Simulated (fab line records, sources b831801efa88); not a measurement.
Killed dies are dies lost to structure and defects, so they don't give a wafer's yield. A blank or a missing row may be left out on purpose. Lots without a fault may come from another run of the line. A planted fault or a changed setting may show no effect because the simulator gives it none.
Chamber matching | flow sky130 | SKY_VIA3_CMP_02 on cmp-02: 4 sister chambers
The step polishes SiO2. 27 wafers are shown with their chamber, then 12 later ones without.

WAFERS WITH THEIR CHAMBER
wafer  | chamber | motor_current_A (A) | slurry_filter_dp_kPa (kPa)
L075.2 | 3       | 14.0                | 13.33
L075.3 | 1       | 10.4                | 13.67
L075.4 | 2       | 15.4                | 13.72
L077.2 | 0       | 11.8                | 13.66
L077.3 | 1       | 10.5                | 13.36
L077.5 | 1       | 10.6                | 13.58
L079.2 | 3       | 14.1                | 13.53
L079.4 | 2       | 15.7                | 13.51
L079.5 | 1       | 10.9                | 13.71
L080.3 | 2       | 15.4                | 13.53
L080.4 | 0       | 11.7                | 13.52
L080.5 | 2       | 16.0                | 13.48
L082.2 | 3       | 13.9                | 13.54
L082.3 | 0       | 11.7                | 13.66
L082.5 | 2       | 15.3                | 13.57
L083.1 | 0       | 11.7                | 13.61
L083.5 | 2       | 15.1                | 13.24
L083.6 | 1       | 10.8                | 13.42
L084.1 | 1       | 10.5                | 13.51
L084.3 | 3       | 14.1                | 13.68
L084.5 | 3       | 13.4                | 13.47
L085.1 | 3       | 14.0                | 13.66
L085.4 | 0       | 12.1                | 13.37
L085.6 | 0       | 11.7                | 13.53
L086.1 | 1       | 10.6                | 13.31
L086.3 | 0       | 12.5                | 13.58
L086.5 | 0       | 11.7                | 13.26

SIGNATURES (means of the wafers above)
reading              | chamber 0 | chamber 1 | chamber 2 | chamber 3 | scatter within a chamber
motor_current_A      | 11.862    | 10.614    | 15.483    | 13.917    | 0.267
slurry_filter_dp_kPa | 13.5237   | 13.5086   | 13.5083   | 13.5350   | 0.145
Rule: a wafer's distance from a chamber is the root of the sum, over the readings, of the square of ((its reading less the chamber's mean) divided by the reading's scatter). The wafer belongs to the nearest chamber; if the next one is less than 2 further off, it can't be placed. The scatter: the root of (the sum of the squares of (reading less its chamber's mean) over the shown wafers, divided by (wafers less chambers)).

WAFERS WITHOUT THEIR CHAMBER
wafer  | motor_current_A (A) | slurry_filter_dp_kPa (kPa)
L087.1 | 12.0                | 13.59
L087.3 | 14.2                | 13.55
L087.6 | 15.5                | 13.57
L090.1 | 13.3                | 13.52
L090.4 | 11.6                | 13.59
L090.5 | 12.1                | 13.56
L091.2 | 10.4                | 13.48
L091.4 | 11.8                | 13.65
L091.6 | 11.6                | 13.42
L092.1 | 11.7                | 13.52
L092.2 | 10.5                | 13.42
L092.4 | 15.1                | 13.66

WHICH CHAMBER EACH WENT THROUGH
wafer  | from the rows above | in truth
L087.1 | 0                   | 0
L087.3 | 3                   | 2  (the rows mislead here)
L087.6 | 2                   | 2
L090.1 | 3                   | 3
L090.4 | 0                   | 0
L090.5 | 0                   | 0
L091.2 | 1                   | 1
L091.4 | 0                   | 0
L091.6 | 0                   | 0
L092.1 | 0                   | 0
L092.2 | 1                   | 1
L092.4 | 2                   | 2
Placed correctly: 11 of 12. Can't be placed from these rows: 0. Placed wrongly: 1.
